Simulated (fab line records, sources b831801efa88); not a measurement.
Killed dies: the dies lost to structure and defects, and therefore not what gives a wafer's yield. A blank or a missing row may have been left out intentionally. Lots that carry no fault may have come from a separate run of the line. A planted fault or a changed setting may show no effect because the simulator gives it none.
Struck lot and sound lot, side by side || flow sky130 || 15 out of 708 route steps
Sound: wafers L405.1, L405.2, L405.5. Wafers L403.1, L403.3, L403.4 were the ones struck. The cause comes at the end.
For every step that has rows: the tool of each side, followed by ch and its chambers, followed by its first start. Under that, the readings that differ: sound wafers || struck wafers || difference of the means || sigmas: that difference in standard deviations of wafers without a fault.
alike: readings with means less than 2 such deviations apart, plus words and numbers identical on both sides. not compared: withheld readings, readings lacking a value on some wafer, bounds such as >300 that could conceal the same value, and numbers that have no deviation in the record and whose values overlap.
The two part at a step that has a row with sigmas, a row that says differs or no value, or rows on one side only. When numbers do not overlap yet have no deviation, they are printed without sigmas and do not part them. A reading missing from all wafers of one side parts the sides only when that side holds two or more wafers.

first, 3 steps without rows for these wafers: SKY_VT_ADJUST_HVTP_EXPOSE_04 (exposes mask HVTPM, target cd 380 nm); SKY_VT_ADJUST_HVTP_PEB_05; SKY_VT_ADJUST_HVTP_DEVELOP_06 (develop time 60 s).
SKY_VT_ADJUST_HVTP_CD_MEAS_07 targets a cd of 380 nm.
  sound: cdSem-01 at day 10 09:08; struck: cdSem-02 at day 9 20:38
  alike: cdNm
SKY_VT_ADJUST_HVTP_OVL_MEAS_08:
  sound: overlay-02 at day 10 09:15; struck: overlay-02 at day 9 20:45
  alike: VT_ADJUST_HVTP_OVL
following that, these wafers have no rows for 1 step: SKY_VT_ADJUST_HVTP_IMPLANT_09.
SKY_VT_ADJUST_HVTP_STRIP_10: strips in O2/N2.
  sound on plasmaAsher-01 ch 0,1, day 10 09:26; struck on plasmaAsher-02 ch 0,1, day 9 20:56
  alike: drypumpMotorCurrentA, oesProductAu, stripTimeToEndpointS
  not compared: rfHoursCounterH
SKY_VT_ADJUST_HVTP_TW_MEAS_11:
  sound: filmMetro-04 at day 10 09:32; struck: filmMetro-01 at day 9 21:02
  alike: VT_ADJUST_HVTP_TW
then, 4 steps without rows for these wafers: SKY_VT_ADJUST_LVTN_DEHYDRATE_00 (time 60 s); SKY_VT_ADJUST_LVTN_HMDS_01 (prime time 60 s); SKY_VT_ADJUST_LVTN_COAT_02 (resist thk 3000 nm); SKY_VT_ADJUST_LVTN_SOFTBAKE_03.
SKY_VT_ADJUST_LVTN_EXPOSE_04: exposes mask NWM COMPLEMENT LESS NATIVE, target cd 840 nm.
  sound on ilineStepper-02 ch 0, day 10 21:02; struck on ilineStepper-01 ch 0, day 10 08:31
{"reading": "exposureDoseMJCm2", "sound": "193.88 193.79 193.95", "struck": "186.55 186.28 186.51", "difference": -7.43, "sigmas": -39}
  alike: mask
following that, these wafers have no rows for 1 step: SKY_VT_ADJUST_LVTN_PEB_05.
-- record jumps: 39 days separate the struck wafers' starts on either side; left off in module VT_ADJUST_LVTN, taken up again in module PAD_OPEN, whose first shown step is the route's number 708 --
SKY_PAD_OPEN_PROBE_99:
  only the struck wafers here have rows in the record (prober-01, day 49 10:17); the sound ones have none

== WHERE THEY PART ==
Earliest at SKY_VT_ADJUST_LVTN_EXPOSE_04; latest, in this record, at SKY_PAD_OPEN_PROBE_99.

WHY: whatever the simulator had introduced
Process parameters drifting: ilineStepper-01 at SKY_VT_ADJUST_LVTN_EXPOSE_04, beginning at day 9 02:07. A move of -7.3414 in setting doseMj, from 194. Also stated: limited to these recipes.
